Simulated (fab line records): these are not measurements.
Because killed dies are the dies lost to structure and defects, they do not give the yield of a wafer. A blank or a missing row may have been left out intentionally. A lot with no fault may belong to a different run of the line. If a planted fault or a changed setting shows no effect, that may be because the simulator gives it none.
Comparing a struck lot with a sound one	flow sky130	17 out of 708 route steps
Sound: the wafers L572.1, L572.5, L572.6. The struck wafers were L578.1, L578.3, L578.5. Last of all comes the cause.
Order at every step that has rows: each side's tool, ch and its chambers, its first start. Under that, the readings that differ: sound wafers	struck wafers	difference of the means	sigmas: that difference in standard deviations of wafers without a fault.
alike: words and numbers the same on both sides, and readings whose means are apart by under 2 such deviations; not compared: readings that were withheld, readings missing a value for some wafer, numbers with overlapping values and no deviation given by the record, and bounds like >300 which may hide the same value.
Wherever a step has rows on one side only, a row that says differs or no value, or a row with sigmas, the two part there. When numbers do not overlap yet have no deviation, they are printed without sigmas and do not part them. Lack of a reading on every wafer of one side parts them only where that side has two or more wafers.

first, 2 steps without rows for these wafers: SKY_LOCAL_INTERCONNECT_PEB_09; SKY_LOCAL_INTERCONNECT_DEVELOP_10 (develop time 60 s).
SKY_LOCAL_INTERCONNECT_CD_MEAS_11: the cd target is 170 nm.
  sound on cdSem-01 at day 31 23:01; struck on cdSem-02 at day 34 03:47
  alike: cdNm
SKY_LOCAL_INTERCONNECT_OVL_MEAS_12:
  sound on overlay-02 at day 31 23:08; struck on overlay-01 at day 34 03:55
  alike: LOCAL_INTERCONNECT_OVL
SKY_LOCAL_INTERCONNECT_ETCH_13: etches BARC in N2/H2, stops on SiO2, time 45.9 s, target depth 60 nm.
  sound on rieMetal-04 ch 0,1, day 31 23:10; struck on rieMetal-03 ch 0, day 34 03:56
  alike: drypumpMotorCurrentA, oesProductAu, throttleValvePct
  not compared: rfHoursCounterH
SKY_LOCAL_INTERCONNECT_METAL_ETCH_14: etches TiN in Cl2/BCl3, stops on PSG, target depth 110 nm, time 31.4 s.
  sound on rieMetal-04 ch 0,1, day 31 23:14; struck on rieMetal-03 ch 0, day 34 04:04
  alike: drypumpMotorCurrentA, oesProductAu, throttleValvePct
  not compared: rfHoursCounterH
SKY_LOCAL_INTERCONNECT_STRIP_15: strips in O2/N2.
  sound on plasmaAsher-03 ch 0,1, day 31 23:17; struck on plasmaAsher-04 ch 0,1, day 34 04:10
  alike: drypumpMotorCurrentA, oesProductAu, stripTimeToEndpointS
  not compared: rfHoursCounterH
then, 3 steps without rows for these wafers: SKY_LOCAL_INTERCONNECT_STRIP_16 (strips in post etch residue remover, time 1200 s); SKY_LOCAL_INTERCONNECT_CLEAN_17 (cleans in IPA, time 180 s); SKY_LOCAL_INTERCONNECT_CLEAN_18 (cleans in O3/DIW).
SKY_CONTACT_CVD_00: deposits Si3N4, target thk 75 nm.
  sound on pecvd-03 ch 1,2, day 31 23:53; struck on pecvd-01 ch 0,2, day 34 04:48
  alike: heaterPowerW
SKY_CONTACT_THK_MEAS_01:
  sound on filmMetro-02 at day 31 23:55; struck on filmMetro-01 at day 34 04:50
  alike: CONTACT_CVD_00_THK
SKY_CONTACT_HDPCVD_02: deposits SiO2, target thk 565 nm, time 94.2 s.
  sound on hdpcvd-01 ch 0,2, day 31 23:59; struck on hdpcvd-01 ch 0,2, day 34 04:54
reading	sound	struck	difference	sigmas
sih4FlowSccm (sccm)	60.13 60.11 59.89	48.20 48.08 47.82	-12.01	-67
model.SiO2_of_CONTACT_HDPCVD_02.thkNm (nm)	564.5 564.3 560.9	460.9 454.4 460.4	-104.7	
  alike: pressureMtorr
SKY_CONTACT_THK_MEAS_03:
  sound on filmMetro-01 at day 32 00:02; struck on filmMetro-03 at day 34 04:58
reading	sound	struck	difference	sigmas
CONTACT_HDPCVD_THK (nm)	565 564 561	461 455 460	-105	-18
SKY_CONTACT_CMP_04: polishes SiO2.
  sound on cmp-02 ch 1,2,3, day 32 00:16; struck on cmp-01 ch 2,3, day 34 05:02
reading	sound	struck	difference	sigmas
timeToEndpointS (s)	84 79 76	48 42 46	-34	-7
  alike: motorCurrentA
SKY_CONTACT_BOW_MEAS_05:
  sound on filmMetro-01 at day 32 00:26; struck on filmMetro-01 at day 34 05:20
  alike: CONTACT_BOW
-- the record jumps here: 14 days lie between the struck wafers' starts before and after (it left off in module CONTACT and takes up again in module PAD_OPEN, whose first step shown is number 708 of the route) --
SKY_PAD_OPEN_PROBE_99:
  sound on prober-01 at day 46 21:05; struck on prober-02 at day 48 14:49
reading	sound	struck	difference	sigmas
killedAtFrontEnd	17 23 26	10 21 7	-9	-2
  alike: killed_at_M0_to_M3, killed_at_M4_up, killedAtContacts, killedDies, killedOpen, killedShort

== WHERE THEY PART ==
First at SKY_CONTACT_HDPCVD_02; last, within this record, at SKY_PAD_OPEN_PROBE_99.

WHY: what had been put in by the simulator
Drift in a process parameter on hdpcvd-01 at SKY_CONTACT_HDPCVD_02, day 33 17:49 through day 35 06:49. Setting sih4FlowSccm, moved by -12, from 60. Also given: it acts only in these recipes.
